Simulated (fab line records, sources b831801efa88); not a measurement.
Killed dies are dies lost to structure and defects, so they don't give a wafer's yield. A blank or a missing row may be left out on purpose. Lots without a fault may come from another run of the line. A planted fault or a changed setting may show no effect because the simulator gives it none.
fab line records | flow gf180mcu
record lots=5 wafers=15 last_day=34
route steps=602 shown CONTACT@288 M1@315
lots that met no fault: from a run of the same line without faults
start_h: hours from the record's first day to the start of the lot's first wafer shown | wait_h: hours since the lot's step before | " the same as in the row above | L1.1+2: a row that stands for several wafers | - no value, or no start given | * or withheld: withheld | < > ~ a bound
route shown NAME@n: a module of which the file shows steps, and the number in the route of the first | usual: mean/standard deviation of fault-free wafers | same: alike in all rows | chamber/n: place in a boat | sites: the reading at each site | _std_site: their standard deviation | _edge_site: outer sites' mean less inner sites' | radius_mm: how far each site lies from the wafer's centre | mask NAME#n: copy n | behind: the tool/chamber that last shaped the wafer | hold: why the lot was held/for how many hours/how that ended | device: the transistor (n, p or np) that didn't switch | end of line: the same wafers' tests at the end of the route | a step without rows: its recipe alone | killed: dies lost to structure and defects at the first sort, not the wafer's yield | map: a wafer's dies, x killed, . not, _ none there
set.NAME: the setting as run; set.NAME@STEP: as run at that earlier step | model.NAME: the simulator's own value behind a step, which no gauge read
lots at some steps of the route; a table a step, a row a wafer
services: from which hour (start_h, from the record's first day; less than 0 if before it) a tool's chamber was out of use, for how many hours, and why
## steps
# step GF_CONTACT_THK_MEAS_01
# recipe reads=SiO2_of_CONTACT_CVD_00
# usual CONTACT_CVD_00_THK=299/3.8
# columns lot.wafer tool chamber start_h wait_h CONTACT_CVD_00_THK[nm]
L079.1 film_metro-02 - 382.48 0.0 302
L079.3 " - " " 307
L079.6 " - " " 303
L082.1 film_metro-02 - 405.64 0.0 300
L082.2 " - " " 303
L082.5 " - " " 304
L085.1 film_metro-02 - 431.43 0.0 302
L085.2 " - " " 298
L085.5 " - " " 308
L091.1 film_metro-02 - 504.15 0.0 295
L091.2 " - " " 299
L091.4 " - " " 300
L097.3 film_metro-03 - 547.68 0.0 295
L097.5 " - " " 299
L097.6 " - " " 297
# step GF_CONTACT_CVD_02
# recipe material=SiO2 target_thk_nm=860 precursor=TEOS temp_c=400 time_s=95.992 rf_w=600
# usual heater_power_outer_w=355/72 heater_power_w=610/86
# columns lot.wafer tool chamber start_h wait_h heater_power_outer_w heater_power_w
L079.1 pecvd-04 1 382.54 0.1 388 643
L079.3 " 2 " " 426 706
L079.6 " 2 " " 342 566
L082.1 pecvd-03 0 405.70 0.1 349 670
L082.2 " 2 " " 309 526
L082.5 " 2 " " 335 567
L085.1 pecvd-03 2 431.49 0.1 330 546
L085.2 " 1 " " 482 739
L085.5 " 1 " " 507 778
L091.1 pecvd-04 2 504.21 0.1 448 704
L091.2 " 0 " " 316 609
L091.4 " 2 " " 343 560
L097.3 pecvd-01 2 547.72 0.0 264 481
L097.5 " 1 " " 254 499
L097.6 " 2 " " 294 505
# step GF_CONTACT_THK_MEAS_03
# recipe reads=SiO2_of_CONTACT_CVD_02
# usual CONTACT_CVD_02_THK=862/11
# columns lot.wafer tool chamber start_h wait_h CONTACT_CVD_02_THK[nm]
L079.1 film_metro-02 - 382.61 0.0 861
L079.3 " - " " 846
L079.6 " - " " 864
L082.1 film_metro-01 - 405.77 0.0 843
L082.2 " - " " 846
L082.5 " - " " 867
L085.1 film_metro-01 - 431.56 0.0 864
L085.2 " - " " 874
L085.5 " - " " 881
L091.1 film_metro-03 - 504.28 0.0 856
L091.2 " - " " 869
L091.4 " - " " 866
L097.3 film_metro-02 - 547.81 0.1 832
L097.5 " - " " 866
L097.6 " - " " 848
# step GF_CONTACT_CMP_04
# recipe material=SiO2 down_force_psi=4 platen_rpm=60 pad_velocity_m_s=0.94248
# usual motor_current_A=11.5/0.88 time_to_endpoint_s=109/5.7
# columns lot.wafer tool chamber start_h wait_h motor_current_A time_to_endpoint_s
L079.3 cmp-02 0 382.77 0.1 11.9 105
L079.1 " 1 " " 12.4 111
L079.6 " 2 " " 11.4 111
L082.2 cmp-02 1 406.14 0.4 12.4 108
L082.1 " 2 " " 10.9 107
L082.5 " 2 " " 11.0 118
L085.1 cmp-02 1 431.67 0.1 12.2 113
L085.2 " 3 " " 12.0 110
L085.5 " 1 " " 12.2 118
L091.4 cmp-02 0 504.34 0.0 11.9 110
L091.1 " 1 " " 12.4 113
L091.2 " 3 " " 11.9 113
L097.3 cmp-02 0 547.90 0.1 11.5 97
L097.5 " 3 " " 12.2 104
L097.6 " 0 " " 11.3 100
# step GF_CONTACT_BOW_MEAS_05
# recipe mode=bow
# usual CONTACT_BOW=66/6.5
# columns lot.wafer tool chamber start_h wait_h CONTACT_BOW[um]
L079.1 film_metro-02 - 382.97 0.1 72
L079.3 " - " " 63
L079.6 " - " " 65
L082.1 film_metro-03 - 406.44 0.2 71
L082.2 " - " " 59
L082.5 " - " " 68
L085.1 film_metro-02 - 431.92 0.2 68
L085.2 " - " " 57
L085.5 " - " " 69
L091.1 film_metro-01 - 504.64 0.2 68
L091.2 " - " " 48
L091.4 " - " " 70
L097.3 film_metro-03 - 548.19 0.2 63
L097.5 " - " " 60
L097.6 " - " " 67
# step GF_CONTACT_DEHYDRATE_06
# recipe temp_c=200 time_s=60
# columns lot.wafer tool chamber start_h wait_h
L079.1+3+6 litho_track-02 0 393.70 10.7
L082.1+2+5 litho_track-02 0 417.35 10.9
L085.1+2+5 litho_track-02 0 442.65 10.7
L091.1+2+4 litho_track-01 0 515.13 10.5
L097.3+5+6 litho_track-02 0 558.70 10.5
# step GF_CONTACT_HMDS_07
# recipe prime_time_s=60 prime_temp_c=120
# columns lot.wafer tool chamber start_h wait_h
L079.1+3+6 litho_track-02 0 393.85 0.1
L082.1+2+5 litho_track-02 0 417.50 0.1
L085.1+2+5 litho_track-02 0 442.80 0.1
L091.1+2+4 litho_track-01 0 515.28 0.1
L097.3+5+6 litho_track-02 0 558.85 0.1
# step GF_CONTACT_COAT_08
# recipe resist=BARC temp_c=withheld time_s=withheld spin_rpm=withheld resist_thk_nm=withheld
# columns lot.wafer tool chamber start_h wait_h
L079.1+3+6 litho_track-02 0 394.00 0.1
L082.1+2+5 litho_track-02 0 417.65 0.1
L085.1+2+5 litho_track-02 0 442.95 0.1
L091.1+2+4 litho_track-01 0 515.43 0.1
L097.3+5+6 litho_track-02 0 559.00 0.1
# step GF_CONTACT_COAT_09
# recipe resist=KrF spin_rpm=withheld resist_thk_nm=1000
# columns lot.wafer tool chamber start_h wait_h
L079.1+3+6 litho_track-02 0 - -
L082.1+2+5 litho_track-02 0 - -
L085.1+2+5 litho_track-02 0 - -
L091.1+2+4 litho_track-01 0 - -
L097.3+5+6 litho_track-02 0 - -
# step GF_CONTACT_SOFTBAKE_10
# recipe temp_c=130 time_s=60 resist=KrF
# columns lot.wafer tool chamber start_h wait_h
L079.1+3+6 litho_track-02 0 - -
L082.1+2+5 litho_track-02 0 - -
L085.1+2+5 litho_track-02 0 - -
L091.1+2+4 litho_track-01 0 - -
L097.3+5+6 litho_track-02 0 - -
# step GF_CONTACT_EXPOSE_11
# recipe mask_id=Contact target_cd_nm=220 na=0.68 source_shape=conventional sigma_outer=0.6 dose_mj=38
# columns lot.wafer tool chamber start_h wait_h mask
L079.1+3+6 krf_scanner-02 0 - - Contact#0
L082.1+2+5 krf_scanner-01 0 - - Contact#0
L085.1+2+5 krf_scanner-02 0 - - Contact#0
L091.1+2+4 krf_scanner-01 0 - - Contact#0
L097.3+5+6 krf_scanner-01 0 - - Contact#0
# step GF_CONTACT_PEB_12
# recipe peb_temp_c=135 peb_time_s=90 resist=KrF
# columns lot.wafer tool chamber start_h wait_h
L079.1+3+6 litho_track-01 0 - -
L082.1+2+5 litho_track-04 0 - -
L085.1+2+5 litho_track-01 0 - -
L091.1+2+4 litho_track-04 0 - -
L097.3+5+6 litho_track-04 0 - -
# step GF_CONTACT_DEVELOP_13
# recipe develop_time_s=60 resist=KrF dev_temp_c=21
# columns lot.wafer tool chamber start_h wait_h
L079.1+3+6 litho_track-01 0 405.59 0.2
L082.1+2+5 litho_track-04 0 429.45 0.2
L085.1+2+5 litho_track-01 0 455.63 0.2
L091.1+2+4 litho_track-04 0 527.50 0.2
L097.3+5+6 litho_track-04 0 569.79 0.1
# step GF_CONTACT_CD_MEAS_14
# recipe target_cd_nm=220
# usual cd_nm=220.1/1.3
# columns lot.wafer tool chamber start_h wait_h cd_nm
L079.1 cd_sem-01 - 405.74 0.1 218.8
L079.3 " - " " 219.9
L079.6 " - " " 219.6
L082.1 cd_sem-01 - 429.69 0.2 221.7
L082.2 " - " " 221.4
L082.5 " - " " 221.9
L085.1 cd_sem-02 - 455.78 0.1 220.3
L085.2 " - " " 221.1
L085.5 " - " " 221.5
L091.1 cd_sem-01 - 527.65 0.1 219.3
L091.2 " - " " 220.1
L091.4 " - " " 219.8
L097.3 cd_sem-02 - 569.93 0.1 220.0
L097.5 " - " " 219.1
L097.6 " - " " 218.5
# step GF_CONTACT_OVL_MEAS_15
# usual CONTACT_OVL=2/5.3
# columns lot.wafer tool chamber start_h wait_h CONTACT_OVL[nm]
L079.1 overlay-02 - 405.86 0.1 2
L079.3 " - " " 6
L079.6 " - " " 10
L082.1 overlay-01 - 429.81 0.1 2
L082.2 " - " " -2
L082.5 " - " " 8
L085.1 overlay-02 - 455.90 0.1 5
L085.2 " - " " 1
L085.5 " - " " 1
L091.1 overlay-02 - 527.77 0.1 10
L091.2 " - " " 10
L091.4 " - " " 8
L097.3 overlay-01 - 570.03 0.1 -3
L097.5 " - " " 2
L097.6 " - " " 4
# step GF_CONTACT_ETCH_16
# recipe chemistry=N2/H2 target_depth_a=withheld overetch_a=withheld time_s=withheld target=BARC ion_energy_ev=200 source_w=500 bias_w=100 pressure_mtorr=30 n2_flow_sccm=100 h2_flow_sccm=200
# usual drypump_motor_current_A=5.7/0.44 oes_product_au=0.855/0.0042 throttle_valve_pct=13.224/0.0086
# columns lot.wafer tool chamber start_h wait_h drypump_motor_current_A oes_product_au throttle_valve_pct
L079.1 rie_diel-04 1 405.89 0.0 5.4 0.857 13.213
L079.3 " 0 " " 6.0 0.855 13.208
L079.6 " 1 " " 5.4 0.857 13.229
L082.1 rie_diel-02 0 429.85 0.0 6.0 0.843 13.231
L082.2 " 2 " " 5.6 0.856 13.212
L082.5 " 0 " " 6.0 0.856 13.235
L085.1 rie_diel-04 2 455.94 0.0 5.9 0.858 13.242
L085.2 " 3 " " 6.1 0.849 13.232
L085.5 " 2 " " 5.9 0.850 13.223
L091.1 rie_diel-02 3 527.80 0.0 5.5 0.849 13.234
L091.2 " 1 " " 4.8 0.852 13.225
L091.4 " 3 " " 5.5 0.853 13.210
L097.3 rie_diel-04 2 570.05 0.0 5.9 0.853 13.223
L097.5 " 0 " " 6.0 0.858 13.223
L097.6 " 1 " " 5.4 0.852 13.236
# step GF_CONTACT_ETCH_17
# recipe chemistry=C4F8/O2/Ar mask_material=KrF target=SiO2 stop_on=CoSi2 source_w=1500 bias_w=1200 pressure_mtorr=40 c4f8_flow_sccm=withheld O2_flow_sccm=6 Ar_flow_sccm=300 time_s=withheld target_depth_a=8600
# usual oes_product_au=0.814/0.0047
# columns lot.wafer tool chamber start_h wait_h oes_product_au
L079.1 rie_diel-04 1 - - 0.807
L079.3 " 0 " " 0.818
L079.6 " 1 " " 0.811
L082.1 rie_diel-02 0 - - 0.810
L082.2 " 2 " " 0.821
L082.5 " 0 " " 0.810
L085.1 rie_diel-04 2 - - 0.821
L085.2 " 3 " " 0.811
L085.5 " 2 " " 0.816
L091.1 rie_diel-02 3 - - 0.810
L091.2 " 1 " " 0.820
L091.4 " 3 " " 0.817
L097.3 rie_diel-04 2 - - 0.812
L097.5 " 0 " " 0.813
L097.6 " 1 " " 0.812
# step GF_CONTACT_STRIP_18
# recipe chemistry=O2/N2 power_w=1400 pressure_mtorr=1500 platen_temp_c=250 o2_flow_sccm=3000 n2_flow_sccm=300 overash_fraction=0.5
# usual drypump_motor_current_A=5.8/0.42 heater_power_w=308/13 oes_product_au=0.580/0.0049
# columns lot.wafer tool chamber start_h wait_h drypump_motor_current_A heater_power_w oes_product_au rf_hours_counter_h
L079.1 plasma_asher-02 0 406.05 - 5.3 315 0.587 80
L079.3 " 0 " " 5.2 308 0.579 -
L079.6 " 1 " " 5.7 327 0.577 -
L082.1 plasma_asher-03 1 430.01 - 6.6 307 0.583 61
L082.2 " 0 " " 5.9 320 0.577 61
L082.5 " 0 " " 5.9 320 0.573 -
L085.1 plasma_asher-02 1 456.10 - 5.7 320 0.586 86
L085.2 " 0 " " 5.3 309 0.573 86
L085.5 " 1 " " 5.8 331 0.572 -
L091.1 plasma_asher-01 0 527.96 - 6.0 300 0.586 11
L091.2 " 1 " " 5.5 287 0.579 11
L091.4 " 0 " " 6.0 296 0.585 -
L097.3 plasma_asher-01 0 570.25 - 6.0 292 0.576 -
L097.5 " 1 " " 5.5 279 0.580 -
L097.6 " 0 " " 6.0 296 0.583 -
# step GF_CONTACT_CLEAN_19
# recipe chemistry=SPM
# columns lot.wafer tool chamber start_h wait_h
L079.1+3+6 wet_bench-04 3 406.15 0.1
L082.1+2+5 wet_bench-02 0 430.11 0.1
L085.1+2+5 wet_bench-01 0 456.23 0.1
L091.1+2+4 wet_bench-02 2 528.06 0.1
L097.3+5+6 wet_bench-01 1 570.31 0.0
# step GF_CONTACT_CLEAN_20
# recipe chemistry=DIW
# columns lot.wafer tool chamber start_h wait_h
L079.1+3+6 wet_bench-01 2 406.25 0.0
L082.1+2+5 wet_bench-01 3 430.20 0.0
L085.1+2+5 wet_bench-01 0 456.32 0.0
L091.1+2+4 wet_bench-04 0 528.16 0.0
L097.3+5+6 wet_bench-04 1 570.41 0.0
# step GF_CONTACT_CLEAN_21
# recipe chemistry=dHF time_s=20 dilution=100:1 dry=ipa_marangoni
# columns lot.wafer tool chamber start_h wait_h
L079.1+3+6 wet_bench-02 0 406.34 0.0
L082.1+2+5 wet_bench-02 0 430.30 0.0
L085.1+2+5 wet_bench-02 3 456.41 0.0
L091.1+2+4 wet_bench-01 0 528.25 0.0
L097.3+5+6 wet_bench-02 0 570.50 0.0
# step GF_CONTACT_SPUTTER_22
# recipe material=Ti target_thk_nm=15 chamber_pressure_pa=5 power_w=2500 substrate_temp_c=200 time_s=80.02
# usual throttle_valve_pct=29.8/1.1
# columns lot.wafer tool chamber start_h wait_h throttle_valve_pct
L079.1 pvd_sputter-04 - 406.35 0.0 29.1
L079.3 " - " " 29.7
L079.6 " - " " 30.9
L082.1 pvd_sputter-01 - 430.31 0.0 32.9
L082.2 " - " " 30.0
L082.5 " - " " 29.9
L085.1 pvd_sputter-04 - 456.43 0.0 29.0
L085.2 " - " " 30.5
L085.5 " - " " 28.9
L091.1 pvd_sputter-02 - 528.26 0.0 30.3
L091.2 " - " " 29.9
L091.4 " - " " 28.9
L097.3 pvd_sputter-04 - 570.51 0.0 29.6
L097.5 " - " " 30.8
L097.6 " - " " 28.0
# step GF_CONTACT_SPUTTER_23
# recipe material=TiN target_thk_nm=10 chamber_pressure_pa=5 power_w=4000 time_s=40
# usual throttle_valve_pct=29.8/1.1
# columns lot.wafer tool chamber start_h wait_h throttle_valve_pct
L079.1 pvd_sputter-04 - 406.41 0.0 28.9
L079.3 " - " " 29.6
L079.6 " - " " 30.3
L082.1 pvd_sputter-01 - 430.37 0.0 33.0
L082.2 " - " " 29.6
L082.5 " - " " 29.9
L085.1 pvd_sputter-04 - 456.49 0.0 29.1
L085.2 " - " " 30.4
L085.5 " - " " 29.0
L091.1 pvd_sputter-02 - 528.32 0.0 30.3
L091.2 " - " " 30.1
L091.4 " - " " 28.8
L097.3 pvd_sputter-04 - 570.57 0.0 30.0
L097.5 " - " " 30.6
L097.6 " - " " 28.3
# step GF_CONTACT_CVD_24
# recipe material=W target_thk_nm=300 time_s=90.339 temp_c=400 pressure_torr=40
# usual heater_power_outer_w=510/26 heater_power_w=865/41
# columns lot.wafer tool chamber start_h wait_h heater_power_outer_w heater_power_w
L079.1 cvd_w-01 1 406.45 0.0 527 907
L079.3 " 1 " " 516 924
L079.6 " 0 " " 472 823
L082.1 cvd_w-01 1 430.41 0.0 527 922
L082.2 " 0 " " 482 786
L082.5 " 0 " " 479 830
L085.1 cvd_w-01 1 456.53 0.0 530 892
L085.2 " 0 " " 485 832
L085.5 " 0 " " 476 806
L091.1 cvd_w-02 1 528.36 0.0 552 897
L091.2 " 0 " " 509 864
L091.4 " 1 " " 547 877
L097.3 cvd_w-01 0 570.64 0.1 490 823
L097.5 " 1 " " 528 918
L097.6 " 0 " " 484 797
# step GF_CONTACT_RS_MEAS_25
# recipe thk_meas_gauge=four-point-probe reads=W_of_CONTACT_CVD_24+TiN_of_CONTACT_SPUTTER_23+Ti_of_CONTACT_SPUTTER_22
# usual CONTACT_W_RS=0.384/0.0044
# columns lot.wafer tool chamber start_h wait_h CONTACT_W_RS[ohm/sq]
L079.1 film_metro-02 - 406.55 0.1 0.379
L079.3 " - " " 0.378
L079.6 " - " " 0.382
L082.1 film_metro-03 - 430.51 0.1 0.383
L082.2 " - " " 0.393
L082.5 " - " " 0.384
L085.1 film_metro-01 - 456.63 0.1 0.381
L085.2 " - " " 0.387
L085.5 " - " " 0.383
L091.1 film_metro-01 - 528.46 0.1 0.387
L091.2 " - " " 0.388
L091.4 " - " " 0.390
L097.3 film_metro-02 - 570.75 0.1 0.383
L097.5 " - " " 0.388
L097.6 " - " " 0.386
# step GF_CONTACT_THK_MEAS_26
# recipe thk_meas_gauge=xrf reads=W_of_CONTACT_CVD_24
# usual CONTACT_W_THK=296/3.7
# columns lot.wafer tool chamber start_h wait_h CONTACT_W_THK[nm]
L079.1 film_metro-02 - 406.67 0.1 296
L079.3 " - " " 298
L079.6 " - " " 296
L082.1 film_metro-03 - 430.63 0.1 298
L082.2 " - " " 290
L082.5 " - " " 299
L085.1 film_metro-01 - 456.75 0.1 300
L085.2 " - " " 295
L085.5 " - " " 298
L091.1 film_metro-01 - 528.58 0.1 294
L091.2 " - " " 292
L091.4 " - " " 291
L097.3 film_metro-02 - 570.85 0.1 297
L097.5 " - " " 294
L097.6 " - " " 294
# step GF_CONTACT_CMP_27
# recipe stop_on=SiO2 down_force_psi=3.5 platen_rpm=60 t_overpolish_s=15 target_thk_nm=0 pad_velocity_m_s=0.94248
# usual motor_current_A=10.6/0.81 overpolish_run_s=15.001/0.0078 time_to_endpoint_s=72/3.5
# columns lot.wafer tool chamber start_h wait_h motor_current_A overpolish_run_s time_to_endpoint_s
L079.1 cmp-02 0 406.79 0.1 10.7 14.989 74
L079.3 " 2 " " 9.9 14.996 75
L079.6 " 3 " " 11.2 15.009 74
L082.1 cmp-01 2 430.69 0.1 9.8 15.005 72
L082.2 " 3 " " 9.1 14.992 71
L082.5 " 2 " " 10.4 15.002 74
L085.1 cmp-02 0 456.91 0.1 10.6 14.992 76
L085.2 " 1 " " 11.3 15.015 72
L085.5 " 2 " " 9.5 15.002 72
L091.4 cmp-02 1 528.69 0.1 11.2 14.997 74
L091.1 " 2 " " 9.9 15.004 79
L091.2 " 3 " " 11.4 15.006 71
L097.3 cmp-02 0 570.94 0.1 10.4 15.010 73
L097.5 " 3 " " 11.1 14.999 71
L097.6 " 0 " " 11.2 14.997 74
# step GF_M1_SPUTTER_00
# recipe material=Ti target_thk_nm=37.5 arriving_ion_energy_ev=80 substrate_temp_c=200 chamber_pressure_pa=2 power_w=4000 time_s=150
# usual throttle_valve_pct=30.4/1.5
# columns lot.wafer tool chamber start_h wait_h throttle_valve_pct
L079.1 pvd_sputter-03 - 407.04 0.2 29.4
L079.3 " - " " 31.0
L079.6 " - " " 31.3
L082.1 pvd_sputter-01 - 430.99 0.2 33.0
L082.2 " - " " 32.7
L082.5 " - " " 29.7
L085.1 pvd_sputter-01 - 457.11 0.1 30.9
L085.2 " - " " 29.8
L085.5 " - " " 30.8
L091.1 pvd_sputter-03 - 528.94 0.1 26.9
L091.2 " - " " 30.9
L091.4 " - " " 30.0
L097.3 pvd_sputter-02 - 571.19 0.2 30.0
L097.5 " - " " 28.8
L097.6 " - " " 29.9
# step GF_M1_SPUTTER_01
# recipe material=TiN target_thk_nm=30 power_w=6500 time_s=25 chamber_pressure_pa=0.4
# usual throttle_valve_pct=30.4/1.5
# columns lot.wafer tool chamber start_h wait_h throttle_valve_pct
L079.1 pvd_sputter-03 - 407.14 0.1 29.7
L079.3 " - " " 31.2
L079.6 " - " " 31.1
L082.1 pvd_sputter-01 - 431.09 0.1 32.9
L082.2 " - " " 32.7
L082.5 " - " " 29.8
L085.1 pvd_sputter-01 - 457.21 0.1 30.8
L085.2 " - " " 29.9
L085.5 " - " " 30.8
L091.1 pvd_sputter-03 - 529.04 0.1 27.5
L091.2 " - " " 30.9
L091.4 " - " " 30.2
L097.3 pvd_sputter-02 - 571.29 0.1 29.6
L097.5 " - " " 29.0
L097.6 " - " " 30.1
# step GF_M1_SPUTTER_02
# recipe material=AlCu target_thk_nm=450 power_w=10600 time_s=23.9 chamber_pressure_pa=0.4
# usual throttle_valve_pct=30.4/1.5
# columns lot.wafer tool chamber start_h wait_h throttle_valve_pct
L079.1 pvd_sputter-03 - 407.17 0.0 29.9
L079.3 " - " " 31.3
L079.6 " - " " 31.0
L082.1 pvd_sputter-01 - 431.12 0.0 32.8
L082.2 " - " " 32.5
L082.5 " - " " 29.8
L085.1 pvd_sputter-01 - 457.24 0.0 31.0
L085.2 " - " " 29.8
L085.5 " - " " 31.0
L091.1 pvd_sputter-03 - 529.07 0.0 27.6
L091.2 " - " " 31.1
L091.4 " - " " 30.1
L097.3 pvd_sputter-02 - 571.32 0.0 29.6
L097.5 " - " " 29.0
L097.6 " - " " 30.1
# step GF_M1_SPUTTER_03
# recipe material=Ti target_thk_nm=10 substrate_temp_c=300 chamber_pressure_pa=0.3 power_w=3000 time_s=6.7
# usual throttle_valve_pct=30.4/1.5
# columns lot.wafer tool chamber start_h wait_h throttle_valve_pct
L079.1 pvd_sputter-03 - 407.20 0.0 29.7
L079.3 " - " " 30.8
L079.6 " - " " 31.2
L082.1 pvd_sputter-01 - 431.15 0.0 32.8
L082.2 " - " " 32.5
L082.5 " - " " 29.8
L085.1 pvd_sputter-01 - 457.27 0.0 31.0
L085.2 " - " " 30.0
L085.5 " - " " 30.5
L091.1 pvd_sputter-03 - 529.10 0.0 27.3
L091.2 " - " " 31.0
L091.4 " - " " 30.0
L097.3 pvd_sputter-02 - 571.35 0.0 29.4
L097.5 " - " " 29.1
L097.6 " - " " 30.0
# step GF_M1_SPUTTER_04
# recipe material=TiN target_thk_nm=50 power_w=6500 time_s=41.7 chamber_pressure_pa=0.4
# usual throttle_valve_pct=30.4/1.5
# columns lot.wafer tool chamber start_h wait_h throttle_valve_pct
L079.1 pvd_sputter-03 - 407.22 0.0 29.7
L079.3 " - " " 31.0
L079.6 " - " " 31.2
L082.1 pvd_sputter-01 - 431.17 0.0 32.8
L082.2 " - " " 32.6
L082.5 " - " " 29.8
L085.1 pvd_sputter-01 - 457.29 0.0 30.8
L085.2 " - " " 29.8
L085.5 " - " " 30.8
L091.1 pvd_sputter-03 - 529.12 0.0 27.3
L091.2 " - " " 30.9
L091.4 " - " " 29.8
L097.3 pvd_sputter-02 - 571.37 0.0 29.7
L097.5 " - " " 28.6
L097.6 " - " " 30.2
# step GF_M1_RS_MEAS_05
# recipe thk_meas_gauge=four-point-probe reads=TiN_of_M1_SPUTTER_04+Ti_of_M1_SPUTTER_03+AlCu_of_M1_SPUTTER_02+TiN_of_M1_SPUTTER_01+Ti_of_M1_SPUTTER_00
# usual M1_ALCU_RS=0.0694/0.00085
# columns lot.wafer tool chamber start_h wait_h M1_ALCU_RS[ohm/sq]
L079.1 film_metro-01 - 407.26 0.0 0.0686
L079.3 " - " " 0.0693
L079.6 " - " " 0.0697
L082.1 film_metro-01 - 431.21 0.0 0.0695
L082.2 " - " " 0.0692
L082.5 " - " " 0.0706
L085.1 film_metro-02 - 457.33 0.0 0.0708
L085.2 " - " " 0.0708
L085.5 " - " " 0.0698
L091.1 film_metro-02 - 529.16 0.0 0.0679
L091.2 " - " " 0.0684
L091.4 " - " " 0.0684
L097.3 film_metro-02 - 571.45 0.1 0.0698
L097.5 " - " " 0.0694
L097.6 " - " " 0.0690
# step GF_M1_THK_MEAS_06
# recipe thk_meas_gauge=xrf reads=AlCu_of_M1_SPUTTER_02
# usual M1_ALCU_THK=454/5.9
# columns lot.wafer tool chamber start_h wait_h M1_ALCU_THK[nm]
L079.1 film_metro-01 - 407.38 0.1 456
L079.3 " - " " 452
L079.6 " - " " 450
L082.1 film_metro-01 - 431.33 0.1 448
L082.2 " - " " 454
L082.5 " - " " 444
L085.1 film_metro-02 - 457.45 0.1 446
L085.2 " - " " 447
L085.5 " - " " 453
L091.1 film_metro-02 - 529.28 0.1 465
L091.2 " - " " 462
L091.4 " - " " 465
L097.3 film_metro-02 - 571.55 0.1 452
L097.5 " - " " 455
L097.6 " - " " 458
# step GF_M1_DEHYDRATE_07
# recipe temp_c=200 time_s=60
# columns lot.wafer tool chamber start_h wait_h
L079.1+3+6 litho_track-01 0 418.69 11.3
L082.1+2+5 litho_track-04 0 441.80 10.5
L085.1+2+5 litho_track-03 0 468.48 11.0
L091.1+2+4 litho_track-04 0 539.60 10.3
L097.3+5+6 litho_track-03 0 582.13 10.6
# step GF_M1_HMDS_08
# recipe prime_time_s=60 prime_temp_c=120
# columns lot.wafer tool chamber start_h wait_h
L079.1+3+6 litho_track-01 0 418.84 0.1
L082.1+2+5 litho_track-04 0 441.95 0.1
L085.1+2+5 litho_track-03 0 468.63 0.1
L091.1+2+4 litho_track-04 0 539.75 0.1
L097.3+5+6 litho_track-03 0 582.28 0.1
# step GF_M1_COAT_09
# recipe resist=KrF spin_rpm=withheld resist_thk_nm=1000
# columns lot.wafer tool chamber start_h wait_h
L079.1+3+6 litho_track-01 0 418.99 0.1
L082.1+2+5 litho_track-04 0 442.10 0.1
L085.1+2+5 litho_track-03 0 468.78 0.1
L091.1+2+4 litho_track-04 0 539.90 0.1
L097.3+5+6 litho_track-03 0 582.43 0.1
# step GF_M1_SOFTBAKE_10
# recipe temp_c=130 time_s=60 resist=KrF
# columns lot.wafer tool chamber start_h wait_h
L079.1+3+6 litho_track-01 0 419.14 0.1
L082.1+2+5 litho_track-04 0 442.25 0.1
L085.1+2+5 litho_track-03 0 468.93 0.1
L091.1+2+4 litho_track-04 0 540.05 0.1
L097.3+5+6 litho_track-03 0 582.58 0.1
# step GF_M1_EXPOSE_11
# recipe mask_id=Metal1 target_cd_nm=230 na=0.68 source_shape=conventional sigma_outer=0.6 dose_mj=28
# columns lot.wafer tool chamber start_h wait_h mask
L079.1+3+6 krf_scanner-01 0 - - Metal1#0
L082.1+2+5 krf_scanner-01 0 - - Metal1#0
L085.1+2+5 krf_scanner-02 0 - - Metal1#0
L091.1+2+4 krf_scanner-01 0 - - Metal1#0
L097.3+5+6 krf_scanner-02 0 - - Metal1#0
# step GF_M1_PEB_12
# recipe peb_temp_c=135 peb_time_s=90 resist=KrF
# columns lot.wafer tool chamber start_h wait_h
L079.1+3+6 litho_track-01 0 - -
L082.1+2+5 litho_track-01 0 - -
L085.1+2+5 litho_track-01 0 - -
L091.1+2+4 litho_track-01 0 - -
L097.3+5+6 litho_track-03 0 - -
# step GF_M1_DEVELOP_13
# recipe develop_time_s=60 dev_temp_c=21
# columns lot.wafer tool chamber start_h wait_h
L079.1+3+6 litho_track-01 0 430.09 0.2
L082.1+2+5 litho_track-01 0 454.68 0.2
L085.1+2+5 litho_track-01 0 481.13 0.2
L091.1+2+4 litho_track-01 0 551.98 0.2
L097.3+5+6 litho_track-03 0 593.23 0.1
# step GF_M1_CD_MEAS_14
# recipe target_cd_nm=230
# usual cd_nm=230.1/0.94
# columns lot.wafer tool chamber start_h wait_h cd_nm
L079.1 cd_sem-02 - 430.24 0.1 230.8
L079.3 " - " " 230.9
L079.6 " - " " 230.3
L082.1 cd_sem-01 - 454.83 0.1 231.5
L082.2 " - " " 230.6
L082.5 " - " " 230.6
L085.1 cd_sem-02 - 481.28 0.1 229.8
L085.2 " - " " 228.8
L085.5 " - " " 228.0
L091.1 cd_sem-02 - 552.13 0.1 231.5
L091.2 " - " " 229.8
L091.4 " - " " 230.0
L097.3 cd_sem-02 - 593.37 0.1 228.9
L097.5 " - " " 230.7
L097.6 " - " " 229.9
# step GF_M1_OVL_MEAS_15
# usual M1_OVL=-3/5.4
# columns lot.wafer tool chamber start_h wait_h M1_OVL[nm]
L079.1 overlay-02 - 430.36 0.1 -8
L079.3 " - " " -7
L079.6 " - " " 10
L082.1 overlay-01 - 454.95 0.1 -2
L082.2 " - " " -12
L082.5 " - " " -2
L085.1 overlay-02 - 481.40 0.1 -1
L085.2 " - " " -7
L085.5 " - " " 0
L091.1 overlay-02 - 552.25 0.1 -7
L091.2 " - " " -5
L091.4 " - " " 4
L097.3 overlay-02 - 593.46 0.1 -5
L097.5 " - " " -3
L097.6 " - " " 1
## services
# columns tool chamber start_h hours kind
krf_scanner-01 - 366.31 1.3 pm
pvd_sputter-01 - 374.14 10.6 repair
cmp-02 - 391.84 0.5 repair
pvd_sputter-03 - 395.45 2.9 repair
krf_scanner-01 - 398.72 0.8 pm
rie_diel-04 3 399.65 7.2 repair
pvd_sputter-01 - 415.10 10.3 repair
pvd_sputter-04 - 420.84 0.6 repair
pvd_sputter-01 - 422.98 2.2 repair
pvd_sputter-04 - 444.49 1.8 repair
krf_scanner-01 - 458.09 1.0 repair
krf_scanner-01 - 459.44 5.9 repair
krf_scanner-01 - 468.87 1.0 pm
rie_diel-04 0 475.95 10.2 repair
wet_bench-01 - 479.38 1.9 pm
pvd_sputter-02 - 517.10 1.7 repair
pvd_sputter-01 - 519.04 3.0 repair
pvd_sputter-01 - 525.80 3.5 repair
pvd_sputter-01 - 525.99 3.7 repair
cmp-02 - 532.18 1.6 repair
cmp-02 - 556.84 0.8 repair
cmp-02 - 558.09 3.1 repair
cmp-02 - 572.00 4.0 pm
cmp-02 - 584.89 6.6 pm
## key
fault none
